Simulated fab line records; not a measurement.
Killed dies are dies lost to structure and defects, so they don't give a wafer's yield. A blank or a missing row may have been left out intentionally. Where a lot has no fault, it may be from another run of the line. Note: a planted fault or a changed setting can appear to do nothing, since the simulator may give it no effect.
Which tool is to blame? / flow sky130 / Sampling: 13 lots, 39 wafers, 5 of 708 route steps

== WHAT THE GAUGES SHOWED, per wafer ==
SKY_VT_ADJUST_NCORE_TW_MEAS_11. Usual: VT_ADJUST_NCORE_TW 218.1, standard deviation 1.4.
lot=L826; measured=day 8 18:43; on=film metro-03; VT_ADJUST_NCORE_TW=218.7 218.2 219.4; flag=
lot=L827; measured=day 8 23:03; on=film metro-02; VT_ADJUST_NCORE_TW=217.9 218.7 218.7; flag=
lot=L828; measured=day 9 06:54; on=film metro-03; VT_ADJUST_NCORE_TW=217.6 217.3 217.4; flag=
lot=L832; measured=day 10 15:46; on=film metro-02; VT_ADJUST_NCORE_TW=218.2 219.3 218.4; flag=
lot=L833; measured=day 10 22:51; on=film metro-02; VT_ADJUST_NCORE_TW=160.6 159.8 159.9; flag=OFF
lot=L835; measured=day 11 11:02; on=film metro-03; VT_ADJUST_NCORE_TW=160.8 161.4 161.9; flag=OFF
lot=L839; measured=day 13 07:10; on=film metro-03; VT_ADJUST_NCORE_TW=218.9 219.3 218.8; flag=
lot=L840; measured=day 13 12:57; on=film metro-01; VT_ADJUST_NCORE_TW=214.9 216.3 215.2; flag=
lot=L841; measured=day 13 14:27; on=film metro-02; VT_ADJUST_NCORE_TW=219.6 218.4 218.9; flag=
lot=L844; measured=day 14 12:36; on=film metro-02; VT_ADJUST_NCORE_TW=219.8 219.1 219.7; flag=
lot=L846; measured=day 14 19:22; on=film metro-02; VT_ADJUST_NCORE_TW=220.5 219.7 218.9; flag=
lot=L847; measured=day 15 04:09; on=film metro-03; VT_ADJUST_NCORE_TW=215.0 217.2 216.2; flag=
lot=L848; measured=day 15 11:04; on=film metro-03; VT_ADJUST_NCORE_TW=215.9 215.7 216.7; flag=

SKY_METAL2_RS_MEAS_05: uses a four-point probe to measure. Usual: METAL2_ALCU_RS 0.1265 ohm/sq, standard deviation 0.0015.
lot=L826; measured=day 34 06:46; on=film metro-04; METAL2_ALCU_RS (ohm/sq)=0.1281 0.1267 0.1274; flag=
lot=L827; measured=day 34 13:33; on=film metro-03; METAL2_ALCU_RS (ohm/sq)=0.1268 0.1276 0.1248; flag=
lot=L828; measured=day 34 20:20; on=film metro-03; METAL2_ALCU_RS (ohm/sq)=0.1246 0.1244 0.1259; flag=
lot=L832; measured=day 36 11:51; on=film metro-04; METAL2_ALCU_RS (ohm/sq)=0.1252 0.1287 0.1279; flag=
lot=L833; measured=day 36 17:02; on=film metro-02; METAL2_ALCU_RS (ohm/sq)=0.1281 0.1284 0.1250; flag=
lot=L835; measured=day 37 08:47; on=film metro-04; METAL2_ALCU_RS (ohm/sq)=0.1253 0.1247 0.1256; flag=
lot=L839; measured=day 39 06:39; on=film metro-02; METAL2_ALCU_RS (ohm/sq)=0.1239 0.1263 0.1239; flag=
lot=L840; measured=day 39 09:12; on=film metro-03; METAL2_ALCU_RS (ohm/sq)=0.1271 0.1275 0.1268; flag=
lot=L841; measured=day 39 17:12; on=film metro-04; METAL2_ALCU_RS (ohm/sq)=0.1261 0.1268 0.1246; flag=
lot=L844; measured=day 40 05:20; on=film metro-02; METAL2_ALCU_RS (ohm/sq)=0.1248 0.1236 0.1257; flag=
lot=L846; measured=day 40 10:37; on=film metro-03; METAL2_ALCU_RS (ohm/sq)=0.1278 0.1289 0.1260; flag=
lot=L847; measured=day 40 22:53; on=film metro-03; METAL2_ALCU_RS (ohm/sq)=0.1276 0.1272 0.1271; flag=
lot=L848; measured=day 41 05:38; on=film metro-02; METAL2_ALCU_RS (ohm/sq)=0.1250 0.1257 0.1239; flag=

== WHICH TOOL RAN EACH LOT (tool, then ch and the chambers of the sampled wafers, then the start) ==
lot=L826; SKY_VT_ADJUST_NCORE_IMPLANT_09=implanter-03 ch 0, day 8 18:28; SKY_VIA1_CMP_02=cmp-01 ch 1,2, day 33 01:02; SKY_METAL2_SPUTTER_02=pvd sputter-02, day 34 06:40
lot=L827; SKY_VT_ADJUST_NCORE_IMPLANT_09=implanter-02 ch 0, day 8 22:48; SKY_VIA1_CMP_02=cmp-01 ch 0,1,2, day 33 09:34; SKY_METAL2_SPUTTER_02=pvd sputter-01, day 34 13:28
lot=L828; SKY_VT_ADJUST_NCORE_IMPLANT_09=implanter-03 ch 0, day 9 06:39; SKY_VIA1_CMP_02=cmp-01 ch 1,3, day 33 15:31; SKY_METAL2_SPUTTER_02=pvd sputter-04, day 34 20:14
lot=L832; SKY_VT_ADJUST_NCORE_IMPLANT_09=implanter-03 ch 0, day 10 15:31; SKY_VIA1_CMP_02=cmp-01 ch 1,3, day 35 07:30; SKY_METAL2_SPUTTER_02=pvd sputter-01, day 36 11:44
lot=L833; SKY_VT_ADJUST_NCORE_IMPLANT_09=implanter-02 ch 0, day 10 22:36; SKY_VIA1_CMP_02=cmp-02 ch 0,2,3, day 35 13:45; SKY_METAL2_SPUTTER_02=pvd sputter-01, day 36 16:57
lot=L835; SKY_VT_ADJUST_NCORE_IMPLANT_09=implanter-02 ch 0, day 11 10:49; SKY_VIA1_CMP_02=cmp-01 ch 1,2,3, day 36 04:59; SKY_METAL2_SPUTTER_02=pvd sputter-04, day 37 08:38
lot=L839; SKY_VT_ADJUST_NCORE_IMPLANT_09=implanter-03 ch 0, day 13 06:55; SKY_VIA1_CMP_02=cmp-01 ch 0,2,3, day 38 03:59; SKY_METAL2_SPUTTER_02=pvd sputter-01, day 39 06:32
lot=L840; SKY_VT_ADJUST_NCORE_IMPLANT_09=implanter-01 ch 0, day 13 12:42; SKY_VIA1_CMP_02=cmp-02 ch 0,1,2, day 38 05:47; SKY_METAL2_SPUTTER_02=pvd sputter-02, day 39 09:07
lot=L841; SKY_VT_ADJUST_NCORE_IMPLANT_09=implanter-03 ch 0, day 13 14:12; SKY_VIA1_CMP_02=cmp-02 ch 1,2,3, day 38 14:17; SKY_METAL2_SPUTTER_02=pvd sputter-01, day 39 17:07
lot=L844; SKY_VT_ADJUST_NCORE_IMPLANT_09=implanter-02 ch 0, day 14 12:21; SKY_VIA1_CMP_02=cmp-02 ch 0,2,3, day 39 03:02; SKY_METAL2_SPUTTER_02=pvd sputter-02, day 40 05:14
lot=L846; SKY_VT_ADJUST_NCORE_IMPLANT_09=implanter-02 ch 0, day 14 19:08; SKY_VIA1_CMP_02=cmp-01 ch 0,2,3, day 39 08:03; SKY_METAL2_SPUTTER_02=pvd sputter-02, day 40 10:31
lot=L847; SKY_VT_ADJUST_NCORE_IMPLANT_09=implanter-03 ch 0, day 15 03:54; SKY_VIA1_CMP_02=cmp-01 ch 0,2, day 39 19:31; SKY_METAL2_SPUTTER_02=pvd sputter-04, day 40 22:47
lot=L848; SKY_VT_ADJUST_NCORE_IMPLANT_09=implanter-01 ch 0, day 15 10:51; SKY_VIA1_CMP_02=cmp-01 ch 2,3, day 40 02:01; SKY_METAL2_SPUTTER_02=pvd sputter-01, day 41 05:29
- SKY_VT_ADJUST_NCORE_IMPLANT_09
- SKY_VIA1_CMP_02: polishes SiO2.
- SKY_METAL2_SPUTTER_02: material AlCu, target thk 250 nm, time 13.3 s.

== AS READ BY THE TOOLS THEMSELVES (means over the sampled wafers that have a number; for cases with no such wafer, the mark the record gives instead) ==
SKY_VT_ADJUST_NCORE_IMPLANT_09. Usual: dose ions cm2 2.3998e+12, standard deviation 2.4e+09; faraday current uA 13.51, standard deviation 0.26.
lot=L826; tool=implanter-03; dose ions cm2=2.3995e+12; faraday current uA=13.35; flag=
lot=L827; tool=implanter-02; dose ions cm2=2.4010e+12; faraday current uA=13.44; flag=
lot=L828; tool=implanter-03; dose ions cm2=2.4002e+12; faraday current uA=13.61; flag=
lot=L832; tool=implanter-03; dose ions cm2=2.3982e+12; faraday current uA=13.35; flag=
lot=L833; tool=implanter-02; dose ions cm2=7.8997e+11; faraday current uA=4.47; flag=OFF
lot=L835; tool=implanter-02; dose ions cm2=7.8887e+11; faraday current uA=4.48; flag=OFF
lot=L839; tool=implanter-03; dose ions cm2=2.4003e+12; faraday current uA=13.69; flag=
lot=L840; tool=implanter-01; dose ions cm2=2.4009e+12; faraday current uA=13.36; flag=
lot=L841; tool=implanter-03; dose ions cm2=2.4009e+12; faraday current uA=13.30; flag=
lot=L844; tool=implanter-02; dose ions cm2=2.4004e+12; faraday current uA=13.38; flag=
lot=L846; tool=implanter-02; dose ions cm2=2.3982e+12; faraday current uA=13.43; flag=
lot=L847; tool=implanter-03; dose ions cm2=2.4009e+12; faraday current uA=13.23; flag=
lot=L848; tool=implanter-01; dose ions cm2=2.3981e+12; faraday current uA=13.59; flag=

SKY_VIA1_CMP_02. Usual: motor current A at 12.8 A, with a standard deviation of 0.91.
lot=L826; tool=cmp-01; motor current A (A)=12.2; flag=
lot=L827; tool=cmp-01; motor current A (A)=12.4; flag=
lot=L828; tool=cmp-01; motor current A (A)=13.3; flag=
lot=L832; tool=cmp-01; motor current A (A)=13.5; flag=
lot=L833; tool=cmp-02; motor current A (A)=12.4; flag=
lot=L835; tool=cmp-01; motor current A (A)=13.2; flag=
lot=L839; tool=cmp-01; motor current A (A)=13.0; flag=
lot=L840; tool=cmp-02; motor current A (A)=13.2; flag=
lot=L841; tool=cmp-02; motor current A (A)=12.4; flag=
lot=L844; tool=cmp-02; motor current A (A)=12.5; flag=
lot=L846; tool=cmp-01; motor current A (A)=12.9; flag=
lot=L847; tool=cmp-01; motor current A (A)=12.4; flag=
lot=L848; tool=cmp-01; motor current A (A)=13.6; flag=

SKY_METAL2_SPUTTER_02. Usual: throttle valve pct at 29.4 %, with a standard deviation of 1.2.
lot=L826; tool=pvd sputter-02; throttle valve pct (%)=30.1; flag=
lot=L827; tool=pvd sputter-01; throttle valve pct (%)=29.2; flag=
lot=L828; tool=pvd sputter-04; throttle valve pct (%)=30.6; flag=
lot=L832; tool=pvd sputter-01; throttle valve pct (%)=29.3; flag=
lot=L833; tool=pvd sputter-01; throttle valve pct (%)=29.1; flag=
lot=L835; tool=pvd sputter-04; throttle valve pct (%)=28.7; flag=
lot=L839; tool=pvd sputter-01; throttle valve pct (%)=28.0; flag=
lot=L840; tool=pvd sputter-02; throttle valve pct (%)=29.8; flag=
lot=L841; tool=pvd sputter-01; throttle valve pct (%)=28.6; flag=
lot=L844; tool=pvd sputter-02; throttle valve pct (%)=30.1; flag=
lot=L846; tool=pvd sputter-02; throttle valve pct (%)=30.3; flag=
lot=L847; tool=pvd sputter-04; throttle valve pct (%)=29.2; flag=
lot=L848; tool=pvd sputter-01; throttle valve pct (%)=29.0; flag=

== THE ANSWER, worked out from the rows above alone ==
Rule: lot off if the mean of its wafers having a number is beyond 3 standard deviations from the usual mean. A lot without any number at a reading at which 4 lots or more have one is off too. The other lots that the step has rows for count as sound. The gauges are gone through in route order, then the tools' own readings, and for those a lot's mean is taken as printed above. At the first step where some lot is off, the reading lying furthest off is the one used; lots without a number count as furthest.
Off: L833, L835, seen at SKY_VT_ADJUST_NCORE_TW_MEAS_11 (VT_ADJUST_NCORE_TW).
If a tool, at a process step before that reading, ran all the lots that are off and no sound lot after the first of them, it fits. The gauges at SKY_VT_ADJUST_NCORE_TW_MEAS_11 aren't tried: what is off there is off at SKY_VT_ADJUST_NCORE_IMPLANT_09 too, on other tools, and a gauge's error can't cause that. None of those tried fits.

== WHAT THE SIMULATOR PUT IN ==
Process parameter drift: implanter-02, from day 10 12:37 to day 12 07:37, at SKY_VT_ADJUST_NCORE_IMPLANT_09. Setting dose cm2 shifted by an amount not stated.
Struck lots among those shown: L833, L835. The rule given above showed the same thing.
